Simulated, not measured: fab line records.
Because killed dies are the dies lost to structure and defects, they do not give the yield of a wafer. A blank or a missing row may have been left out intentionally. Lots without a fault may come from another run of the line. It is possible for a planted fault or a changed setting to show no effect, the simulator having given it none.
Which tool did it? + flow sfqLine + route of 325 steps, sampled at 1 step: 16 lots, 48 wafers

== WHAT THE GAUGES READ, wafer by wafer ==
Not one reading of a measure or inspect step in the record can be checked against a usual standard deviation.

== TOOL THAT RAN EACH LOT (tool first, then ch and the chambers of the sampled wafers, then the start) ==
| lot  | SFQ_TRILAYER_JJ_CE_LITHO_EXPOSE_115 |
|------|-------------------------------------|
| L726 | krfScanner-02 ch 0, day 51 05:25    |
| L728 | krfScanner-02 ch 0, day 51 14:46    |
| L729 | krfScanner-01 ch 0, day 52 00:52    |
| L730 | krfScanner-01 ch 0, day 52 04:52    |
| L731 | krfScanner-01 ch 0, day 52 17:18    |
| L732 | krfScanner-01 ch 0, day 53 23:03    |
| L733 | krfScanner-01 ch 0, day 59 11:31    |
| L734 | krfScanner-01 ch 0, day 59 15:43    |
| L735 | krfScanner-01 ch 0, day 59 17:31    |
| L736 | krfScanner-01 ch 0, day 59 23:43    |
| L739 | krfScanner-01 ch 0, day 65 13:04    |
| L741 | krfScanner-01 ch 0, day 66 03:46    |
| L740 | krfScanner-01 ch 0, day 66 09:21    |
| L742 | krfScanner-01 ch 0, day 66 18:14    |
| L748 | krfScanner-02 ch 0, day 69 23:05    |
| L749 | krfScanner-02 ch 0, day 70 00:55    |
- SFQ_TRILAYER_JJ_CE_LITHO_EXPOSE_115: exposes mask J5, target cd 700 nm.

== WHAT THE TOOLS THEMSELVES READ (means of the sampled wafers that have a number; where no wafer has one, the mark that the record gives instead) ==
SFQ_TRILAYER_JJ_CE_LITHO_EXPOSE_115. Usual: exposureDoseMJCm2 at 14.398, with a standard deviation of 0.013.
| lot  | tool          | exposureDoseMJCm2 | flag |
|------|---------------|-------------------|------|
| L726 | krfScanner-02 | 14.414            |      |
| L728 | krfScanner-02 | 14.383            |      |
| L729 | krfScanner-01 | 14.394            |      |
| L730 | krfScanner-01 | 14.405            |      |
| L731 | krfScanner-01 | 14.389            |      |
| L732 | krfScanner-01 | 14.410            |      |
| L733 | krfScanner-01 | 14.402            |      |
| L734 | krfScanner-01 | 14.400            |      |
| L735 | krfScanner-01 | 14.385            |      |
| L736 | krfScanner-01 | 14.402            |      |
| L739 | krfScanner-01 | 14.721            | OFF  |
| L741 | krfScanner-01 | 14.720            | OFF  |
| L740 | krfScanner-01 | 14.724            | OFF  |
| L742 | krfScanner-01 | 14.722            | OFF  |
| L748 | krfScanner-02 | 14.417            |      |
| L749 | krfScanner-02 | 14.408            |      |

== THE ANSWER, worked out from the rows above alone ==
Rule: lot off if the mean of its wafers having a number is beyond 3 standard deviations from the usual mean. A lot without any number at a reading at which 4 lots or more have one is off too. The other lots that the step has rows for count as sound. Order of review: gauges by route order, followed by the tools' own readings, for which a lot's mean as printed above is used. At the first step where some lot is off, the reading lying furthest off is the one used; lots without a number count as furthest.
Off at SFQ_TRILAYER_JJ_CE_LITHO_EXPOSE_115 (exposureDoseMJCm2): L739, L741, L740, L742.
A tool fits if, at that step or a process step before it, it ran every lot that is off, and no sound lot after the first of them. One fits: krfScanner-01 at SFQ_TRILAYER_JJ_CE_LITHO_EXPOSE_115. A fault onset in the window from L736 (day 59 23:43, its last sound lot) to L739 (day 65 13:04, its first lot off) fits.
On the lots that are off, the tool's own readings at SFQ_TRILAYER_JJ_CE_LITHO_EXPOSE_115 differ by more than 5 times the standard deviation of the sound lots' means, which bears it out; exposureDoseMJCm2 reads 14.722 there versus 14.401 on the sound lots.

== WHAT THE SIMULATOR PUT IN ==
Process parameter drift: krfScanner-01, from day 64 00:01 on, at SFQ_TRILAYER_JJ_CE_LITHO_EXPOSE_115. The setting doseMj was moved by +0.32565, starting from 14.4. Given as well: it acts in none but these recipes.
Struck lots among those shown: L739, L741, L740, L742. This agrees with what the rule above found.
